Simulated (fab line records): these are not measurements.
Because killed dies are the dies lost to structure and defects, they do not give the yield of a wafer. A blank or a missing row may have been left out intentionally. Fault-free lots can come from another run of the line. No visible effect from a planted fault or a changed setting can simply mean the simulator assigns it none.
Lot-split experiment / flow gf180mcu / 5 lots, 27 wafers read, on a route of 602 steps

## THE SPLIT
At GF_M4_SPUTTER_00 (material Ti, target thk 37.5 nm, time 150 s), the setting timeS was moved away from the recipe's 150 s on 9 of the 27 wafers read, by -48.0% to +58.6%. For the rest of the wafers, this setting stayed at what the recipe calls for.

## FROM THE SPLIT TO THE READING: what the file shows between them, 2 steps
- GF_M4_SPUTTER_01: material TiN, target thk 30 nm, time 25 s
- GF_M4_SPUTTER_02: material AlCu, target thk 450 nm, time 23.9 s

## THE READING
oesProductAu, in a.u., at GF_M4_METAL_ETCH_16 (etches the open film in Cl2/BCl3, stops on SiO2, target depth 627.5 nm, time 104.6 s). Fault-free wafers of this fab line usually give 0.972 a.u., standard deviation 0.0054 a.u.

wafer=L075.1; tool, chamber at the split=pvdSputter-04, -; timeS as run, s=77.96; against the recipe=-48.0%; oesProductAu, a.u.=0.944; against lot-mates on the recipe=-0.032
wafer=L075.2; tool, chamber at the split=pvdSputter-04, -; timeS as run, s=150; against the recipe=recipe; oesProductAu, a.u.=0.975; against lot-mates on the recipe=-
wafer=L075.3; tool, chamber at the split=pvdSputter-04, -; timeS as run, s=150; against the recipe=recipe; oesProductAu, a.u.=0.972; against lot-mates on the recipe=-
wafer=L075.4; tool, chamber at the split=pvdSputter-04, -; timeS as run, s=150; against the recipe=recipe; oesProductAu, a.u.=0.981; against lot-mates on the recipe=-
wafer=L075.5; tool, chamber at the split=pvdSputter-04, -; timeS as run, s=77.96; against the recipe=-48.0%; oesProductAu, a.u.=0.950; against lot-mates on the recipe=-0.026
wafer=L075.6; tool, chamber at the split=pvdSputter-04, -; timeS as run, s=77.96; against the recipe=-48.0%; oesProductAu, a.u.=0.951; against lot-mates on the recipe=-0.025
wafer=L076.1; tool, chamber at the split=pvdSputter-04, -; timeS as run, s=183.9; against the recipe=+22.6%; oesProductAu, a.u.=0.983; against lot-mates on the recipe=+0.009
wafer=L076.2; tool, chamber at the split=pvdSputter-04, -; timeS as run, s=150; against the recipe=recipe; oesProductAu, a.u.=0.976; against lot-mates on the recipe=-
wafer=L076.3; tool, chamber at the split=pvdSputter-04, -; timeS as run, s=150; against the recipe=recipe; oesProductAu, a.u.=0.976; against lot-mates on the recipe=-
wafer=L076.4; tool, chamber at the split=pvdSputter-04, -; timeS as run, s=183.9; against the recipe=+22.6%; oesProductAu, a.u.=0.983; against lot-mates on the recipe=+0.009
wafer=L076.5; tool, chamber at the split=pvdSputter-04, -; timeS as run, s=183.9; against the recipe=+22.6%; oesProductAu, a.u.=0.980; against lot-mates on the recipe=+0.006
wafer=L076.6; tool, chamber at the split=pvdSputter-04, -; timeS as run, s=150; against the recipe=recipe; oesProductAu, a.u.=0.971; against lot-mates on the recipe=-
wafer=L079.1; tool, chamber at the split=pvdSputter-01, -; timeS as run, s=150; against the recipe=recipe; oesProductAu, a.u.=0.963; against lot-mates on the recipe=-
wafer=L079.2; tool, chamber at the split=pvdSputter-01, -; timeS as run, s=150; against the recipe=recipe; oesProductAu, a.u.=0.965; against lot-mates on the recipe=-
wafer=L079.3; tool, chamber at the split=pvdSputter-01, -; timeS as run, s=150; against the recipe=recipe; oesProductAu, a.u.=0.966; against lot-mates on the recipe=-
wafer=L079.4; tool, chamber at the split=pvdSputter-01, -; timeS as run, s=150; against the recipe=recipe; oesProductAu, a.u.=0.969; against lot-mates on the recipe=-
wafer=L079.5; tool, chamber at the split=pvdSputter-01, -; timeS as run, s=150; against the recipe=recipe; oesProductAu, a.u.=0.962; against lot-mates on the recipe=-
wafer=L079.6; tool, chamber at the split=pvdSputter-01, -; timeS as run, s=150; against the recipe=recipe; oesProductAu, a.u.=0.970; against lot-mates on the recipe=-
wafer=L080.2; tool, chamber at the split=pvdSputter-02, -; timeS as run, s=150; against the recipe=recipe; oesProductAu, a.u.=0.974; against lot-mates on the recipe=-
wafer=L080.4; tool, chamber at the split=pvdSputter-02, -; timeS as run, s=150; against the recipe=recipe; oesProductAu, a.u.=0.978; against lot-mates on the recipe=-
wafer=L080.5; tool, chamber at the split=pvdSputter-02, -; timeS as run, s=150; against the recipe=recipe; oesProductAu, a.u.=0.970; against lot-mates on the recipe=-
wafer=L082.1; tool, chamber at the split=pvdSputter-04, -; timeS as run, s=150; against the recipe=recipe; oesProductAu, a.u.=0.973; against lot-mates on the recipe=-
wafer=L082.2; tool, chamber at the split=pvdSputter-04, -; timeS as run, s=150; against the recipe=recipe; oesProductAu, a.u.=0.976; against lot-mates on the recipe=-
wafer=L082.3; tool, chamber at the split=pvdSputter-04, -; timeS as run, s=237.9; against the recipe=+58.6%; oesProductAu, a.u.=0.991; against lot-mates on the recipe=+0.018
wafer=L082.4; tool, chamber at the split=pvdSputter-04, -; timeS as run, s=237.9; against the recipe=+58.6%; oesProductAu, a.u.=0.991; against lot-mates on the recipe=+0.018
wafer=L082.5; tool, chamber at the split=pvdSputter-04, -; timeS as run, s=237.9; against the recipe=+58.6%; oesProductAu, a.u.=0.995; against lot-mates on the recipe=+0.022
wafer=L082.6; tool, chamber at the split=pvdSputter-04, -; timeS as run, s=150; against the recipe=recipe; oesProductAu, a.u.=0.971; against lot-mates on the recipe=-

FIT RESULTS
A straight line over all 27 wafers: oesProductAu changes by +0.000414 a.u. for each +1% of timeS; r = +0.92; the points scatter about the line by 0.0048 a.u.
The same after taking each lot's own level away (the mean of its wafers on the recipe; 27 wafers): +0.000427 a.u. for each +1%; r = +0.95; scatter 0.004 a.u.
That fit puts the effect of the largest move of timeS on the reading at 0.025 a.u.
Measured against the standard deviation above, the lots' own levels, which go from 0.9658 to 0.9760 a.u., span 1.9 times it.
So the lot-to-lot level changes the slope little: the two slopes agree.
Check: for one of the wafers moved furthest among these (+58.6%), held out of the fit, the line's prediction against its lot-mates is +0.0248 a.u. It came out at +0.0177 a.u. against them.

## FURTHER SPLITS ON THESE WAFERS
These wafers also went through other splits before the reading. Each is held against what the fit with the lots' levels taken away leaves over:
other split on the same wafers=GF_POLY_GATE_ETCH_13 timeS; wafers away from the commonest value=6; r with oesProductAu (lot level and that fit taken away)=+0.15
other split on the same wafers=GF_V1_CVD_02 timeS; wafers away from the commonest value=12; r with oesProductAu (lot level and that fit taken away)=-0.03
other split on the same wafers=GF_V2_DEVELOP_13 developTimeS; wafers away from the commonest value=12; r with oesProductAu (lot level and that fit taken away)=+0.14
other split on the same wafers=GF_M3_SPUTTER_03 timeS; wafers away from the commonest value=9; r with oesProductAu (lot level and that fit taken away)=+0.01

## THE WHOLE CHAIN: every reading that the file lists as answering this split, in the file's order
step=GF_M4_SPUTTER_00; what it does=material Ti, target thk 37.5 nm, time 150 s; reading=Ti_of_M4_SPUTTER_00.thkNm (the simulator's own value, which no gauge read); change (the file's fit)=+0.375 nm for each +1% of the setting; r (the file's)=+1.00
step=GF_M4_METAL_ETCH_16; what it does=etches the open film in Cl2/BCl3, stops on SiO2, target depth 627.5 nm, time 104.6 s; reading=oesProductAu; change (the file's fit)=+0.000419 a.u. for each +1% of the setting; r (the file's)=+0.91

## THE FILE'S OWN FIT
oesProductAu changes by +0.000419 a.u. for each +1% of timeS, r = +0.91.
